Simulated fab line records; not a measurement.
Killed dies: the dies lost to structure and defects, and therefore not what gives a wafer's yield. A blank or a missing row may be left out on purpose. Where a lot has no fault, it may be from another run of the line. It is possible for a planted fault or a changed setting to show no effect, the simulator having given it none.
fab line records | flow sky130
record: lots: 6 wafers: 18 last-day: 50
route steps=708 shown VIA4@660 METAL5@661 PAD_OPEN@708
lots with no fault: from the same line, run without faults
start-h: start of the lot's first displayed wafer, in hours after the record's first day | wait-h: hours elapsed since this lot's preceding step | " identical to the entry in the row above | L1.1+2: a row that stands for several wafers | - value missing, or start not given | * or withheld: withheld | < > ~ a bound
route shown NAME@n: names a module that has steps shown in the file, with the first one's number in the route | usual: the fault-free wafers' mean and standard deviation | same: alike in all rows | chamber/n: place in a boat | sites: each site's reading | _std_site: how widely they spread, as a standard deviation | _edge_site: inner sites' mean taken away from outer sites' mean | radius-mm: how far each site lies from the wafer's centre | mask NAME#n: copy n | behind: the tool/chamber that last shaped the wafer | hold: reason for holding the lot/hours on hold/outcome of the hold | device: whichever transistor did not switch (one of n, p or np) | end of line: the same wafers' tests at the end of the route | a step given without rows: its recipe and nothing more | killed: count of dies lost to structure and defects at first sort (not the wafer's yield) | map: a wafer's dies, x killed, . not, _ none there
set.NAME: the setting as run; set.NAME@STEP: as run at that earlier step | model.NAME: the simulator's own value behind a step, which no gauge read
lots at some steps of the route; a table a step, a row a wafer
services: from which hour (start-h, from the record's first day; less than 0 if before it) a tool's chamber was out of use, for how many hours, and why
== steps ==
step: SKY_VIA4_CMP_21
recipe: stop-on: SiO2 t-overpolish-s: 25 down-force-psi: 3.5 platen-rpm: 60 target-thk-nm: 0 pad-velocity-m-s: 0.94248
step: SKY_METAL5_SPUTTER_00
recipe: material: Ti target-thk-nm: 15 power-w: 3000 time-s: 10 chamber-pressure-pa: 0.4
usual: throttle-valve-pct: 29.7/1.1
columns lot.wafer tool chamber start-h wait-h throttle-valve-pct
L857.1 pvd-sputter-02 - 1011.12 0.1 27.5
L857.3 " - " " 28.8
L857.5 " - " " 30.3
L864.1 pvd-sputter-02 - 1051.71 0.1 29.0
L864.3 " - " " 30.4
L864.5 " - " " 30.3
L868.1 pvd-sputter-04 - 1079.83 0.1 30.2
L868.3 " - " " 27.7
L868.4 " - " " 29.8
L869.1 pvd-sputter-01 - 1081.30 0.2 30.0
L869.3 " - " " 30.9
L869.5 " - " " 30.0
L871.2 pvd-sputter-02 - 1111.00 0.2 27.3
L871.5 " - " " 30.5
L871.6 " - " " 29.0
L879.1 pvd-sputter-04 - 1142.89 0.2 29.8
L879.3 " - " " 31.1
L879.6 " - " " 27.9
step: SKY_METAL5_SPUTTER_01
recipe: material: TiN target-thk-nm: 20 power-w: 6500 time-s: 16.7 chamber-pressure-pa: 0.4
usual: throttle-valve-pct: 29.7/1.1
columns lot.wafer tool chamber start-h wait-h throttle-valve-pct
L857.1 pvd-sputter-02 - 1011.15 0.0 28.0
L857.3 " - " " 29.0
L857.5 " - " " 30.3
L864.1 pvd-sputter-02 - 1051.73 0.0 29.1
L864.3 " - " " 30.4
L864.5 " - " " 30.5
L868.1 pvd-sputter-04 - 1079.86 0.0 30.2
L868.3 " - " " 27.5
L868.4 " - " " 30.0
L869.1 pvd-sputter-01 - 1081.32 0.0 29.9
L869.3 " - " " 30.8
L869.5 " - " " 29.8
L871.2 pvd-sputter-02 - 1111.03 0.0 27.6
L871.5 " - " " 30.6
L871.6 " - " " 29.3
L879.1 pvd-sputter-04 - 1142.91 0.0 30.3
L879.3 " - " " 31.2
L879.6 " - " " 27.7
step: SKY_METAL5_SPUTTER_02
recipe: material: AlCu target-thk-nm: 1150 power-w: 10600 time-s: 61.2 chamber-pressure-pa: 0.4
step: SKY_METAL5_SPUTTER_03
recipe: material: Ti target-thk-nm: 5 power-w: 3000 time-s: 3.3 chamber-pressure-pa: 0.4
usual: throttle-valve-pct: 29.7/1.1
columns lot.wafer tool chamber start-h wait-h throttle-valve-pct
L857.1 pvd-sputter-02 - 1011.22 0.0 27.4
L857.3 " - " " 29.1
L857.5 " - " " 30.2
L864.1 pvd-sputter-02 - 1051.80 0.0 28.9
L864.3 " - " " 30.6
L864.5 " - " " 30.6
L868.1 pvd-sputter-04 - 1079.93 0.0 30.3
L868.3 " - " " 27.7
L868.4 " - " " 29.9
L869.1 pvd-sputter-01 - 1081.40 0.0 29.7
L869.3 " - " " 31.3
L869.5 " - " " 30.0
L871.2 pvd-sputter-02 - 1111.12 0.0 27.6
L871.5 " - " " 30.4
L871.6 " - " " 29.4
L879.1 pvd-sputter-04 - 1142.99 0.0 30.1
L879.3 " - " " 31.0
L879.6 " - " " 27.6
step: SKY_METAL5_SPUTTER_04
recipe: material: TiN target-thk-nm: 70 power-w: 6500 time-s: 58.3 chamber-pressure-pa: 0.4
usual: throttle-valve-pct: 29.7/1.1
columns lot.wafer tool chamber start-h wait-h throttle-valve-pct
L857.1 pvd-sputter-02 - 1011.24 0.0 27.8
L857.3 " - " " 29.3
L857.5 " - " " 30.4
L864.1 pvd-sputter-02 - 1051.82 0.0 28.9
L864.3 " - " " 30.7
L864.5 " - " " 30.4
L868.1 pvd-sputter-04 - 1079.95 0.0 30.2
L868.3 " - " " 27.7
L868.4 " - " " 29.5
L869.1 pvd-sputter-01 - 1081.42 0.0 30.0
L869.3 " - " " 30.9
L869.5 " - " " 30.0
L871.2 pvd-sputter-02 - 1111.14 0.0 27.5
L871.5 " - " " 30.2
L871.6 " - " " 29.0
L879.1 pvd-sputter-04 - 1143.01 0.0 29.8
L879.3 " - " " 31.2
L879.6 " - " " 27.4
step: SKY_METAL5_RS_MEAS_05
recipe: thk-meas-gauge: four-point-probe reads: TiN_of_METAL5_SPUTTER_04+Ti_of_METAL5_SPUTTER_03+AlCu_of_METAL5_SPUTTER_02+TiN_of_METAL5_SPUTTER_01+Ti_of_METAL5_SPUTTER_00
usual: METAL5_ALCU_RS: 0.02693/0.00023
columns lot.wafer tool chamber start-h wait-h METAL5_ALCU_RS[ohm/sq]
L857.1 film-metro-02 - 1011.29 0.0 0.02698
L857.3 " - " " 0.02675
L857.5 " - " " 0.02709
L864.1 film-metro-04 - 1051.87 0.0 0.02694
L864.3 " - " " 0.02697
L864.5 " - " " 0.02693
L868.1 film-metro-03 - 1080.00 0.0 0.02673
L868.3 " - " " 0.02662
L868.4 " - " " 0.02676
L869.1 film-metro-02 - 1081.47 0.0 0.02662
L869.3 " - " " 0.02671
L869.5 " - " " 0.02668
L871.2 film-metro-02 - 1111.21 0.0 0.0274
L871.5 " - " " 0.0275
L871.6 " - " " 0.02721
L879.1 film-metro-02 - 1143.06 0.0 0.0268
L879.3 " - " " 0.02693
L879.6 " - " " 0.02673
step: SKY_METAL5_THK_MEAS_06
recipe: thk-meas-gauge: xrf reads: AlCu_of_METAL5_SPUTTER_02
usual: METAL5_ALCU_THK: 1174/13
columns lot.wafer tool chamber start-h wait-h METAL5_ALCU_THK[nm]
L857.1 film-metro-02 - 1011.41 0.1 1164
L857.3 " - " " 1176
L857.5 " - " " 1153
L864.1 film-metro-04 - 1051.99 0.1 1186
L864.3 " - " " 1192
L864.5 " - " " 1190
L868.1 film-metro-03 - 1080.12 0.1 1188
L868.3 " - " " 1181
L868.4 " - " " 1175
L869.1 film-metro-02 - 1081.59 0.1 1182
L869.3 " - " " 1175
L869.5 " - " " 1189
L871.2 film-metro-02 - 1111.32 0.1 1159
L871.5 " - " " 1155
L871.6 " - " " 1170
L879.1 film-metro-02 - 1143.18 0.1 1177
L879.3 " - " " 1173
L879.6 " - " " 1183
step: SKY_METAL5_DEHYDRATE_07
recipe: temp-c: 200 time-s: 60
step: SKY_METAL5_HMDS_08
recipe: prime-time-s: 60 prime-temp-c: 120
step: SKY_METAL5_COAT_09
recipe: resist: NOVOLAK spin-rpm: 3000 resist-thk-nm: 1800
step: SKY_METAL5_SOFTBAKE_10
recipe: temp-c: 90 time-s: 60 resist: NOVOLAK
step: SKY_METAL5_EXPOSE_11
recipe: mask-id: MM5 na: 0.6 source-shape: conventional sigma-outer: 0.6 polarization: unpolarized target-cd-nm: 1600 dose-mj: 190
same: sigma-outer: 0.6
columns lot.wafer tool chamber start-h wait-h mask
L857.1+3+5 iline-stepper-01 0 1022.98 - MM5#0
L864.1+3+5 iline-stepper-02 0 1063.39 - MM5#0
L868.1+3+4 iline-stepper-02 0 1090.46 - MM5#0
L869.1+3+5 iline-stepper-02 0 1092.07 - MM5#0
L871.2+5+6 iline-stepper-01 0 1120.66 - MM5#0
L879.1+3+6 iline-stepper-01 0 1152.28 - MM5#0
step: SKY_METAL5_PEB_12
recipe: temp-c: withheld time-s: * resist: NOVOLAK
step: SKY_METAL5_DEVELOP_13
recipe: resist: NOVOLAK developer: TMAH develop-time-s: 60 dev-temp-c: 23
step: SKY_METAL5_DESCUM_14
recipe: chemistry: O2 source-power-w: 150 bias-power-w: 0 pressure-mtorr: 10 temp-c: 40 time-s: 11
usual: drypump-motor-current-A: 5.9/0.4 oes-product-au: 1.000/0.0081
columns lot.wafer tool chamber start-h wait-h drypump-motor-current-A oes-product-au rf-hours-counter-h model.METAL5.cd-nm
L857.1 rie-metal-02 0 1034.43 0.1 6.2 0.994 16 1604
L857.3 " 0 " " 6.2 0.983 - 1604
L857.5 " 1 " " 5.5 1.007 - 1602
L864.1 rie-metal-04 1 1072.93 0.1 6.6 1.011 0 1600
L864.3 " 0 " " 5.8 1.000 - 1599
L864.5 " 0 " " 5.8 0.995 - 1600
L868.1 rie-metal-03 0 1100.02 0.1 5.5 0.997 17 1570
L868.3 " 1 " " 5.4 1.005 - 1578
L868.4 " 0 " " 5.5 1.005 - 1560
L869.1 rie-metal-02 0 1102.03 0.1 6.2 1.000 20 1584
L869.3 " 0 " " 6.2 0.991 - 1580
L869.5 " 0 " " 6.2 0.985 - 1591
L871.2 rie-metal-04 0 1129.83 0.1 5.8 0.996 16 1602
L871.5 " 1 " " 6.6 1.005 - 1603
L871.6 " 0 " " 5.8 0.979 - 1602
L879.1 rie-metal-02 0 1161.13 0.1 6.2 1.001 27 1597
L879.3 " 0 " " 6.2 0.995 - 1599
L879.6 " 0 " " 6.2 1.000 - 1597
step: SKY_METAL5_METAL_ETCH_15
recipe: target-depth-a: 12600 stop-on: SiO2 over-etch-frac: 0.2 time-s: 252 chemistry: Cl2/BCl3 resist-sidewall-deg: 86 pressure-mtorr: 10 icp-w: 900 bias-w: 48.5 Cl2_flow_sccm: 60 bcl3-flow-sccm: 30
usual: drypump-motor-current-A: 5.9/0.4 oes-product-au: 0.894/0.0049 throttle-valve-pct: 22.265/0.0081
columns lot.wafer tool chamber start-h wait-h drypump-motor-current-A oes-product-au rf-hours-counter-h throttle-valve-pct model.METAL5.cd-nm
L857.1 rie-metal-02 0 1034.47 0.0 6.2 0.898 16 22.250 1608
L857.3 " 0 " " 6.2 0.889 - 22.269 1607
L857.5 " 1 " " 5.5 0.890 - 22.256 1606
L864.1 rie-metal-04 1 1072.97 0.0 6.6 0.896 0 22.261 1605
L864.3 " 0 " " 5.8 0.892 - 22.258 1611
L864.5 " 0 " " 5.8 0.895 - 22.265 1608
L868.1 rie-metal-03 0 1100.05 0.0 5.6 0.894 17 22.273 1564
L868.3 " 1 " " 5.4 0.889 - 22.279 1573
L868.4 " 0 " " 5.6 0.896 - 22.272 1553
L869.1 rie-metal-02 0 1102.10 0.1 6.2 0.898 21 22.261 1585
L869.3 " 0 " " 6.2 0.899 - 22.271 1580
L869.5 " 0 " " 6.2 0.901 - 22.254 1589
L871.2 rie-metal-04 0 1129.87 0.0 5.8 0.903 16 22.267 1613
L871.5 " 1 " " 6.6 0.881 - 22.268 1600
L871.6 " 0 " " 5.8 0.891 - 22.270 1607
L879.1 rie-metal-02 0 1161.17 0.0 6.2 0.893 27 22.269 1599
L879.3 " 0 " " 6.2 0.893 - 22.263 1602
L879.6 " 0 " " 6.2 0.895 - 22.260 1602
step: SKY_METAL5_STRIP_16
recipe: chemistry: O2/N2 power-w: 1400 pressure-mtorr: 1500 platen-temp-c: withheld o2-flow-sccm: 3000 n2-flow-sccm: 300 overash-fraction: 0.5
usual: drypump-motor-current-A: 5.8/0.46 oes-product-au: 0.711/0.0041 strip-time-to-endpoint-s: 13.06/0.1
columns lot.wafer tool chamber start-h wait-h drypump-motor-current-A oes-product-au rf-hours-counter-h strip-time-to-endpoint-s
L857.1 plasma-asher-02 0 1034.70 0.2 5.1 0.712 24 13.21
L857.3 " 1 " " 6.4 0.710 - 13.11
L857.5 " 0 " " 5.1 0.717 - 12.90
L864.1 plasma-asher-01 0 1073.20 0.2 6.2 0.713 1 13.14
L864.3 " 1 " " 5.2 0.708 - 13.15
L864.5 " 1 " " 5.3 0.714 - 13.18
L868.1 plasma-asher-04 1 1100.29 0.2 5.7 0.705 66 13.06
L868.3 " 1 " " 5.7 0.713 - 13.11
L868.4 " 0 " " 5.9 0.708 - 13.02
L869.1 plasma-asher-02 1 1102.57 0.4 6.4 0.711 30 13.18
L869.3 " 0 " " 5.1 0.711 - 13.08
L869.5 " 0 " " 5.1 0.706 - 13.04
L871.2 plasma-asher-04 1 1130.10 0.2 5.7 0.711 69 13.23
L871.5 " 0 " " 5.9 0.712 - 13.05
L871.6 " 1 " " 5.7 0.716 - 13.17
L879.1 plasma-asher-02 1 1161.40 0.2 6.4 0.712 35 13.09
L879.3 " 1 " " 6.4 0.714 - 13.14
L879.6 " 0 " " 5.1 0.713 - 13.19
step: SKY_PAD_OPEN_PROBE_99
usual: defect-limited-yield: 82.7/2 killed_at_M0_to_M3: 42/6.8 killed_at_M4_up: 3.2/1.8 killed-at-contacts: 25/5.4 killed-at-front-end: 15/4.5 killed-at-other: 0.3/0.56 killed-dies: 85/9.7 killed-open: 46/7.1 killed-short: 39/6.5 sort_bin_3_pad_short: 0.9/0.42 sort_bin_5_function: 10.4/1.5 sort_bin_6_memory: 6.1/1.1 sort-n-pass: 407/9.7 sort-yield-pct: 82.7/2
same: gross-dies: 492 killed-at-back-side: 0 sort_bin_4_leakage[%]: 0 sort_bin_8_speed[%]: 0
columns lot.wafer tool chamber start-h wait-h defect-limited-yield[%] killed_at_M0_to_M3 killed_at_M4_up killed-at-contacts killed-at-front-end killed-at-other killed-dies killed-open killed-short sort_bin_3_pad_short[%] sort_bin_5_function[%] sort_bin_6_memory[%] sort-n-pass sort-yield-pct[%] model.etest.met5.width-nm model.etest.met5.line-ohm-um
L857.1 prober-01 - 1081.64 0.1 79.1 58 1 28 15 1 103 54 49 0.6 13.0 7.3 389 79.1 1609 0.0169
L857.3 prober-01 - 1081.74 0.2 83.7 34 2 29 15 0 80 42 38 0.6 10.2 5.5 412 83.7 1604 0.01683
L857.5 prober-01 - 1081.84 0.2 82.3 49 3 24 10 1 87 45 42 1.4 12.2 4.1 405 82.3 1609 0.01722
L864.1 prober-02 - 1117.68 0.1 82.5 46 3 20 17 0 86 47 39 1.2 10.2 6.1 406 82.5 1603 0.01699
L864.3 prober-02 - 1117.78 0.2 83.5 36 1 28 15 1 81 43 38 0.4 8.7 7.3 411 83.5 1613 0.01676
L864.5 prober-02 - 1117.88 0.2 84.1 40 5 22 10 1 78 35 43 0.8 8.9 6.1 414 84.1 1610 0.01689
L868.1 prober-02 - 1141.89 0.1 82.1 51 4 14 19 0 88 52 36 1.8 9.6 6.5 404 82.1 1565 0.01706
L868.3 prober-02 - 1141.99 0.2 80.5 51 2 27 15 1 96 61 34 0.2 11.0 8.3 396 80.5 1574 0.01711
L868.4 prober-02 - 1142.04 0.2 82.5 38 6 30 12 0 86 49 37 1.0 11.2 5.3 406 82.5 1554 0.01725
L869.1 prober-01 - 1143.09 0.1 81.9 43 5 29 12 0 89 50 39 0.8 10.0 7.3 403 81.9 1586 0.01688
L869.3 prober-01 - 1143.19 0.2 85.8 35 2 19 14 0 70 43 27 1.0 8.3 4.9 422 85.8 1576 0.01703
L869.5 prober-01 - 1143.29 0.2 87.0 34 2 16 11 1 64 34 30 0.4 8.9 3.7 428 87.0 1591 0.01684
L871.2 prober-01 - 1169.88 0.1 84.3 40 3 20 14 0 77 40 37 0.6 8.7 6.3 415 84.3 1615 0.0171
L871.5 prober-01 - 1170.03 0.2 83.3 33 4 29 16 0 82 45 37 1.2 9.8 5.7 410 83.3 1599 0.01726
L871.6 prober-01 - 1170.08 0.2 82.7 35 1 37 12 0 85 47 38 1.4 8.3 7.5 407 82.7 1606 0.01712
L879.1 prober-02 - 1198.04 0.1 80.5 52 4 28 12 0 96 46 49 1.0 13.4 5.1 396 80.5 1599 0.01715
L879.3 prober-02 - 1198.14 0.2 78.7 62 4 22 17 0 105 58 47 2.6 14.6 4.1 387 78.7 1602 0.01698
L879.6 prober-02 - 1198.29 0.2 82.1 51 4 20 13 0 88 46 42 0.6 12.2 5.1 404 82.1 1605 0.01663
killed by level:class
L857.1 VIA1:geometric-particle:open=14 LI_CONTACT:geometric-particle:open=11 METAL1:geometric-particle:short=11 VIA3:geometric-particle:open=9 CONTACT:geometric-particle:open=8 METAL3:geometric-particle:short=6 FIELD_ISO:geometric-particle:short=5 LOCAL_INTERCONNECT:geometric-particle:short=5
L857.3 LI_CONTACT:geometric-particle:open=13 CONTACT:geometric-particle:open=9 VIA1:geometric-particle:open=5 METAL3:geometric-particle:short=5 FIELD_ISO:geometric-particle:short=4 POLY_GATE:geometric-particle:short=4 METAL1:geometric-particle:short=4 METAL2:geometric-particle:short=4
L857.5 VIA1:geometric-particle:open=9 CONTACT:geometric-particle:open=9 VIA3:geometric-particle:open=8 VIA1:geometric-particle:short=6 CONTACT:geometric-particle:short=6 METAL2:geometric-particle:short=6 VIA2:geometric-particle:short=6 VIA2:geometric-particle:open=5
L864.1 VIA3:geometric-particle:open=10 METAL1:geometric-particle:short=8 CONTACT:geometric-particle:open=7 FIELD_ISO:geometric-particle:open=6 VIA1:geometric-particle:open=6 VIA1:geometric-particle:short=6 LI_CONTACT:geometric-particle:short=5 LI_CONTACT:geometric-particle:open=5
L864.3 LI_CONTACT:geometric-particle:open=12 FIELD_ISO:geometric-particle:open=6 VIA1:geometric-particle:open=6 METAL2:geometric-particle:short=6 LOCAL_INTERCONNECT:geometric-particle:short=6 VIA3:geometric-particle:open=5 CONTACT:geometric-particle:open=5 FIELD_ISO:geometric-particle:short=4
L864.5 METAL1:geometric-particle:short=7 VIA2:geometric-particle:short=7 LI_CONTACT:geometric-particle:open=6 CONTACT:geometric-particle:open=6 CONTACT:geometric-particle:short=5 VIA1:geometric-particle:open=5 VIA3:geometric-particle:short=5 FIELD_ISO:geometric-particle:short=4
L868.1 VIA3:geometric-particle:open=12 VIA1:geometric-particle:open=9 CONTACT:geometric-particle:open=8 VIA1:geometric-particle:short=7 VIA2:geometric-particle:open=7 FIELD_ISO:geometric-particle:open=5 POLY_GATE:geometric-particle:short=5 METAL3:geometric-particle:short=4
L868.3 VIA1:geometric-particle:open=14 CONTACT:geometric-particle:open=12 LI_CONTACT:geometric-particle:open=9 VIA2:geometric-particle:open=9 VIA1:geometric-particle:short=6 VIA3:geometric-particle:short=6 POLY_GATE:geometric-particle:open=5 POLY_GATE:geometric-particle:short=5
L868.4 CONTACT:geometric-particle:open=11 VIA2:geometric-particle:open=7 VIA1:geometric-particle:open=7 LI_CONTACT:geometric-particle:open=6 VIA1:geometric-particle:short=6 CONTACT:geometric-particle:short=5 VIA3:geometric-particle:open=5 LI_CONTACT:geometric-particle:short=4
L869.1 CONTACT:geometric-particle:open=10 LI_CONTACT:geometric-particle:open=8 VIA1:geometric-particle:open=8 VIA3:geometric-particle:short=7 CONTACT:geometric-particle:short=5 METAL1:geometric-particle:short=5 VIA2:geometric-particle:open=5 METAL3:geometric-particle:short=5
L869.3 CONTACT:geometric-particle:open=8 VIA1:geometric-particle:open=8 VIA3:geometric-particle:open=8 LI_CONTACT:geometric-particle:open=7 FIELD_ISO:geometric-particle:open=6 VIA1:geometric-particle:short=4 METAL2:geometric-particle:short=4 METAL1:geometric-particle:short=3
L869.5 CONTACT:geometric-particle:open=9 VIA3:geometric-particle:open=8 VIA1:geometric-particle:short=6 VIA1:geometric-particle:open=5 METAL1:geometric-particle:short=5 LI_CONTACT:geometric-particle:open=4 VIA3:geometric-particle:short=3 FIELD_ISO:geometric-particle:open=2
L871.2 VIA1:geometric-particle:open=13 CONTACT:geometric-particle:open=9 FIELD_ISO:geometric-particle:short=5 VIA2:geometric-particle:open=5 LI_CONTACT:geometric-particle:open=5 METAL1:geometric-particle:short=5 VIA1:geometric-particle:short=5 POLY_GATE:geometric-particle:short=4
L871.5 VIA1:geometric-particle:open=13 LI_CONTACT:geometric-particle:open=8 CONTACT:geometric-particle:open=7 FIELD_ISO:geometric-particle:short=6 LI_CONTACT:geometric-particle:short=5 CONTACT:geometric-particle:short=5 METAL1:geometric-particle:short=5 POLY_GATE:geometric-particle:open=4
L871.6 CONTACT:geometric-particle:open=15 VIA1:geometric-particle:open=10 LI_CONTACT:geometric-particle:open=7 LI_CONTACT:geometric-particle:short=6 METAL1:geometric-particle:short=6 METAL3:geometric-particle:short=4 LOCAL_INTERCONNECT:geometric-particle:short=4 CONTACT:geometric-particle:short=4
L879.1 CONTACT:geometric-particle:open=10 VIA2:geometric-particle:open=9 VIA1:geometric-particle:open=9 CONTACT:geometric-particle:short=7 VIA1:geometric-particle:short=7 LOCAL_INTERCONNECT:geometric-particle:short=6 METAL1:geometric-particle:short=6 VIA2:geometric-particle:short=5
L879.3 VIA1:geometric-particle:open=21 METAL2:geometric-particle:short=10 VIA3:geometric-particle:open=8 FIELD_ISO:geometric-particle:short=7 LI_CONTACT:geometric-particle:open=6 METAL1:geometric-particle:short=6 CONTACT:geometric-particle:open=6 VIA1:geometric-particle:short=5
L879.6 VIA1:geometric-particle:open=12 METAL1:geometric-particle:short=7 CONTACT:geometric-particle:short=7 METAL2:geometric-particle:short=7 CONTACT:geometric-particle:open=6 FIELD_ISO:geometric-particle:open=5 METAL3:geometric-particle:short=4 POLY_GATE:geometric-particle:open=4
== services ==
columns tool chamber start-h hours kind
iline-stepper-02 - 1016.06 1.7 pm
pvd-sputter-02 - 1024.18 5.1 repair
plasma-asher-01 - 1055.25 9.0 pm
rie-metal-03 - 1057.03 2.8 pm
pvd-sputter-02 - 1072.05 6.8 repair
iline-stepper-01 - 1082.43 2.1 pm
pvd-sputter-04 1 1084.32 - consumable-replace:kit
pvd-sputter-04 1 1084.32 18.0 scheduled-down
pvd-sputter-04 1 1084.32 18.0 vent-cycle
iline-stepper-01 - 1084.52 1.7 pm
pvd-sputter-04 - 1088.06 6.4 repair
rie-metal-02 1 1093.86 - clean
rie-metal-02 1 1093.86 18.4 scheduled-down
plasma-asher-02 - 1105.18 4.0 repair
pvd-sputter-02 3 1113.15 - consumable-replace:kit
pvd-sputter-02 3 1113.15 18.0 scheduled-down
pvd-sputter-02 3 1113.15 18.0 vent-cycle
rie-metal-02 - 1118.64 2.6 repair
plasma-asher-02 - 1126.70 1.7 repair
iline-stepper-01 - 1131.26 4.4 pm
plasma-asher-02 - 1136.43 5.6 repair
rie-metal-04 - 1137.05 1.4 pm
plasma-asher-01 - 1147.78 1.1 repair
iline-stepper-01 - 1156.91 9.3 repair
== key ==
first-sign none at tools or gauges
model-effect: step: SKY_METAL5_DESCUM_14 value: METAL5.cd-nm without: 1599 struck: 1577
model-effect: step: SKY_METAL5_METAL_ETCH_15 value: METAL5.cd-nm without: 1596 struck: 1574
model-effect: step: SKY_PAD_OPEN_PROBE_99 value: etest.met5.width-nm without: 1596 struck: 1574
met-at SKY_METAL5_EXPOSE_11
struck-wafers L868.1,L868.3,L868.4,L869.1,L869.3,L869.5
onset-between 1063.39 1090.46
fault: kind: process-parameter-drift tool: iline-stepper-02 chamber: - onset-h: 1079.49 steps: SKY_METAL5_EXPOSE_11 channel: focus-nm offset: 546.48 spread-by-wafer: 0.3 shape: step end-h: 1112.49
